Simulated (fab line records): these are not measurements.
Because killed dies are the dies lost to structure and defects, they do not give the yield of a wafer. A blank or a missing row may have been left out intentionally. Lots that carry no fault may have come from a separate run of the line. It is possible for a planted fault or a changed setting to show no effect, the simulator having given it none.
fab line records	flow sky130	part 2 of 2: steps 30 to 40 of 40
[record] lots = 5	wafers = 15	last_day = 48
route steps=708 shown METAL1@446 VIA1@458 METAL2@483
lots untouched by any fault: they come from a run of this same line in which no faults occurred
start_h: hours from the record's opening day to when the first of the lot's shown wafers began	wait_h: how many hours have passed since the lot's step before this one	" same as the row above	L1.1+2: several wafers, shown together as one row	- either no value or no given start	* or withheld: withheld	< > ~ a bound
route shown NAME@n: a module of which the file shows steps, and the number in the route of the first	usual: the fault-free wafers' mean and standard deviation	same: alike in all rows	chamber/n: place in a boat	sites: readings site by site	_std_site: standard deviation of those values	_edge_site: the outer-site mean with the inner-site mean subtracted	radius_mm: for every site, how far away it sits from the centre of the wafer	mask NAME#n: copy n	behind: the most recent tool/chamber to have shaped the wafer	hold: why the lot went on hold/how many hours it stayed there/how the hold came to an end	device: the n, p or np transistor that did not switch	end of line: the route-end tests of the same wafers	a step given without rows: its recipe and nothing more	killed: count of dies lost to structure and defects at first sort (not the wafer's yield)	map: per-die view of a wafer (x killed, . not killed, _ where there is no die)
set.NAME: the setting as run; set.NAME@STEP: as run at that earlier step	model.NAME: the simulator's own value behind a step, which no gauge read
lots at some steps of the route; a table a step, a row a wafer
services: when a tool's chamber went out of use (start_h, in hours from the record's first day, below 0 if earlier), for how many hours, and the reason
[[steps]]
[step SKY_VIA1_STRIP_17]
[recipe] chemistry = post_etch_residue_remover	time_s = 1200	temp_c = 72.5
lot.wafer	tool	chamber	start_h	wait_h
L077.1+4+6	wet_bench-04	1	824.26	0.1
L080.2+3+6	wet_bench-03	0	852.74	0.1
L082.1+4+5	wet_bench-01	3	863.30	0.1
L086.1+4+6	wet_bench-01	3	891.84	0.1
L088.2+3+5	wet_bench-01	1	905.89	0.1
[step SKY_VIA1_CLEAN_18]
[recipe] chemistry = IPA	time_s = 180	temp_c = 25
lot.wafer	tool	chamber	start_h	wait_h
L077.1+4+6	wet_bench-03	2	824.60	0.0
L080.2+3+6	wet_bench-01	2	853.09	0.0
L082.1+4+5	wet_bench-03	0	863.64	0.0
L086.1+4+6	wet_bench-04	1	892.19	0.0
L088.2+3+5	wet_bench-04	0	906.24	0.0
[step SKY_VIA1_CLEAN_19]
[recipe] chemistry = O3/DIW	dry = n2_spin
lot.wafer	tool	chamber	start_h	wait_h
L077.1+4+6	wet_bench-01	0	824.66	0.0
L080.2+3+6	wet_bench-04	2	853.14	0.0
L082.1+4+5	wet_bench-01	2	863.70	0.0
L086.1+4+6	wet_bench-01	1	892.24	0.0
L088.2+3+5	wet_bench-01	0	906.29	0.0
[step SKY_VIA1_SPUTTER_20]
[recipe] material = TiN	target_thk_nm = 20	chamber_pressure_pa = 5	power_w = 4000	time_s = 80
[usual] throttle_valve_pct = 29.7/1
lot.wafer	tool	chamber	start_h	wait_h	throttle_valve_pct
L077.1	pvd_sputter-02	-	824.75	0.0	29.2
L077.4	"	-	"	"	30.2
L077.6	"	-	"	"	29.0
L080.2	pvd_sputter-02	-	853.24	0.0	28.4
L080.3	"	-	"	"	30.2
L080.6	"	-	"	"	30.2
L082.1	pvd_sputter-01	-	863.79	0.0	31.5
L082.4	"	-	"	"	31.0
L082.5	"	-	"	"	30.8
L086.1	pvd_sputter-02	-	892.34	0.0	28.5
L086.4	"	-	"	"	30.3
L086.6	"	-	"	"	28.9
L088.2	pvd_sputter-04	-	906.39	0.0	27.9
L088.3	"	-	"	"	31.1
L088.5	"	-	"	"	28.6
[step SKY_VIA1_CVD_21]
[recipe] material = W	target_thk_nm = 270	time_s = 80.902	temp_c = 400	pressure_torr = 40
[usual] chamber_pressure_Torr = 39.99/0.086	heater_power_outer_w = 485/47	heater_power_w = 787/59
lot.wafer	tool	chamber	start_h	wait_h	chamber_pressure_Torr	heater_power_outer_w	heater_power_w
L077.1	cvd_w-02	1	824.81	0.0	40.09	471	725
L077.4	"	1	"	"	40.06	452	753
L077.6	"	0	"	"	40.04	567	833
L080.2	cvd_w-01	1	853.30	0.0	40.01	513	869
L080.3	"	0	"	"	40.01	444	724
L080.6	"	0	"	"	40.09	427	739
L082.1	cvd_w-01	1	863.85	0.0	39.89	520	868
L082.4	"	0	"	"	39.92	435	716
L082.5	"	0	"	"	39.89	438	731
L086.1	cvd_w-01	1	892.40	0.0	40.11	527	850
L086.4	"	1	"	"	40.13	528	859
L086.6	"	0	"	"	39.91	445	741
L088.2	cvd_w-01	0	906.45	0.0	40.03	443	730
L088.3	"	1	"	"	39.94	528	852
L088.5	"	0	"	"	40.09	448	744
[step SKY_VIA1_RS_MEAS_22]
[recipe] thk_meas_gauge = four-point-probe	reads = W_of_VIA1_CVD_21+TiN_of_VIA1_SPUTTER_20
[usual] VIA1_W_RS = 0.427/0.0041
lot.wafer	tool	chamber	start_h	wait_h	VIA1_W_RS[ohm/sq]
L077.1	film_metro-03	-	824.90	0.1	0.431
L077.4	"	-	"	"	0.427
L077.6	"	-	"	"	0.428
L080.2	film_metro-01	-	853.41	0.1	0.428
L080.3	"	-	"	"	0.431
L080.6	"	-	"	"	0.425
L082.1	film_metro-03	-	863.94	0.1	0.424
L082.4	"	-	"	"	0.419
L082.5	"	-	"	"	0.420
L086.1	film_metro-01	-	892.49	0.1	0.428
L086.4	"	-	"	"	0.430
L086.6	"	-	"	"	0.429
L088.2	film_metro-01	-	906.56	0.1	0.424
L088.3	"	-	"	"	0.428
L088.5	"	-	"	"	0.423
[step SKY_VIA1_THK_MEAS_23]
[recipe] thk_meas_gauge = xrf	reads = W_of_VIA1_CVD_21
[usual] VIA1_W_THK = 272/4.3
lot.wafer	tool	chamber	start_h	wait_h	VIA1_W_THK[nm]
L077.1	film_metro-03	-	825.02	0.1	266
L077.4	"	-	"	"	267
L077.6	"	-	"	"	267
L080.2	film_metro-01	-	853.52	0.1	271
L080.3	"	-	"	"	271
L080.6	"	-	"	"	275
L082.1	film_metro-03	-	864.06	0.1	270
L082.4	"	-	"	"	270
L082.5	"	-	"	"	270
L086.1	film_metro-01	-	892.61	0.1	275
L086.4	"	-	"	"	275
L086.6	"	-	"	"	276
L088.2	film_metro-01	-	906.67	0.1	279
L088.3	"	-	"	"	276
L088.5	"	-	"	"	279
[step SKY_VIA1_CMP_24]
[recipe] stop_on = SiO2	t_overpolish_s = 15	down_force_psi = 3.5	platen_rpm = 60	target_thk_nm = 0	pad_velocity_m_s = 0.94248
[usual] motor_current_A = 10.5/1	overpolish_run_s = 15.001/0.0085	time_to_endpoint_s = 65/3.2
lot.wafer	tool	chamber	start_h	wait_h	motor_current_A	overpolish_run_s	time_to_endpoint_s
L077.1	cmp-01	2	825.08	0.1	9.1	15.015	65
L077.4	"	1	"	"	11.4	14.996	64
L077.6	"	2	"	"	8.9	14.992	68
L080.2	cmp-02	2	853.62	0.1	8.7	15.016	60
L080.3	"	3	"	"	9.8	14.993	61
L080.6	"	2	"	"	8.8	14.991	60
L082.4	cmp-02	1	864.12	0.0	10.7	15.002	62
L082.1	"	0	"	"	12.2	14.998	64
L082.5	"	1	"	"	11.8	15.009	62
L086.1	cmp-01	1	892.77	0.1	11.1	15.004	64
L086.4	"	2	"	"	9.2	14.984	68
L086.6	"	3	"	"	10.1	15.019	61
L088.2	cmp-02	0	906.72	0.0	11.7	15.008	68
L088.3	"	3	"	"	9.6	15.018	66
L088.5	"	1	"	"	10.8	14.992	69
[step SKY_METAL2_SPUTTER_00]
[recipe] material = Ti	target_thk_nm = 15	power_w = 3000	time_s = 10	chamber_pressure_pa = 0.4
[usual] throttle_valve_pct = 29.3/0.87
lot.wafer	tool	chamber	start_h	wait_h	throttle_valve_pct
L077.1	pvd_sputter-03	-	825.38	0.2	29.0
L077.4	"	-	"	"	28.8
L077.6	"	-	"	"	29.3
L080.2	pvd_sputter-03	-	853.87	0.2	30.0
L080.3	"	-	"	"	29.2
L080.6	"	-	"	"	29.7
L082.1	pvd_sputter-03	-	864.42	0.1	29.8
L082.4	"	-	"	"	29.2
L082.5	"	-	"	"	29.3
L086.1	pvd_sputter-04	-	892.97	0.1	27.5
L086.4	"	-	"	"	30.9
L086.6	"	-	"	"	30.0
L088.2	pvd_sputter-04	-	907.02	0.2	30.2
L088.3	"	-	"	"	27.9
L088.5	"	-	"	"	31.0
[step SKY_METAL2_SPUTTER_01]
[recipe] material = TiN	target_thk_nm = 20	power_w = 6500	time_s = 16.7	chamber_pressure_pa = 0.4
[usual] throttle_valve_pct = 29.3/0.86
lot.wafer	tool	chamber	start_h	wait_h	throttle_valve_pct
L077.1	pvd_sputter-03	-	825.41	0.0	28.9
L077.4	"	-	"	"	29.1
L077.6	"	-	"	"	29.3
L080.2	pvd_sputter-03	-	853.89	0.0	29.8
L080.3	"	-	"	"	29.2
L080.6	"	-	"	"	29.9
L082.1	pvd_sputter-03	-	864.45	0.0	29.8
L082.4	"	-	"	"	29.2
L082.5	"	-	"	"	29.0
L086.1	pvd_sputter-04	-	892.99	0.0	27.7
L086.4	"	-	"	"	31.2
L086.6	"	-	"	"	30.3
L088.2	pvd_sputter-04	-	907.04	0.0	29.8
L088.3	"	-	"	"	27.6
L088.5	"	-	"	"	31.0
[step SKY_METAL2_SPUTTER_02]
[recipe] material = AlCu	target_thk_nm = 250	power_w = 10600	time_s = 13.3	chamber_pressure_pa = 0.4
[usual] throttle_valve_pct = 29.3/0.87
lot.wafer	tool	chamber	start_h	wait_h	throttle_valve_pct
L077.1	pvd_sputter-03	-	825.43	0.0	29.2
L077.4	"	-	"	"	29.3
L077.6	"	-	"	"	29.3
L080.2	pvd_sputter-03	-	853.92	0.0	30.0
L080.3	"	-	"	"	29.2
L080.6	"	-	"	"	29.9
L082.1	pvd_sputter-03	-	864.47	0.0	29.7
L082.4	"	-	"	"	29.2
L082.5	"	-	"	"	29.0
L086.1	pvd_sputter-04	-	893.02	0.0	27.7
L086.4	"	-	"	"	31.3
L086.6	"	-	"	"	30.2
L088.2	pvd_sputter-04	-	907.07	0.0	30.2
L088.3	"	-	"	"	27.7
L088.5	"	-	"	"	31.2
[[services]]
tool	chamber	start_h	hours	kind
hdpcvd-02	-	761.63	1.4	repair
plasma_asher-02	-	762.01	2.1	repair
hdpcvd-02	-	763.69	6.0	pm
cmp-01	-	766.01	3.7	pm
krf_scanner-02	-	766.19	3.1	repair
rie_metal-03	-	773.86	1.3	repair
pvd_sputter-04	-	780.60	9.8	repair
rie_diel-01	1	781.14	7.7	repair
krf_scanner-01	-	782.51	0.4	repair
pvd_sputter-03	-	783.06	4.4	repair
rie_diel-01	2	789.10	4.2	repair
cmp-02	-	805.09	4.1	repair
cmp-02	-	811.65	0.3	repair
cmp-02	-	820.57	6.8	repair
krf_scanner-01	-	826.40	0.8	pm
krf_scanner-01	-	832.99	0.8	pm
cmp-02	-	834.81	2.2	repair
wet_bench-04	-	846.34	1.0	repair
rie_diel-01	3	849.70	8.1	repair
krf_scanner-01	-	858.36	1.3	pm
wet_bench-02	-	868.58	1.9	pm
krf_scanner-02	-	878.42	0.8	pm
rie_metal-01	1	886.97	13.6	repair
krf_scanner-02	-	903.92	1.3	pm
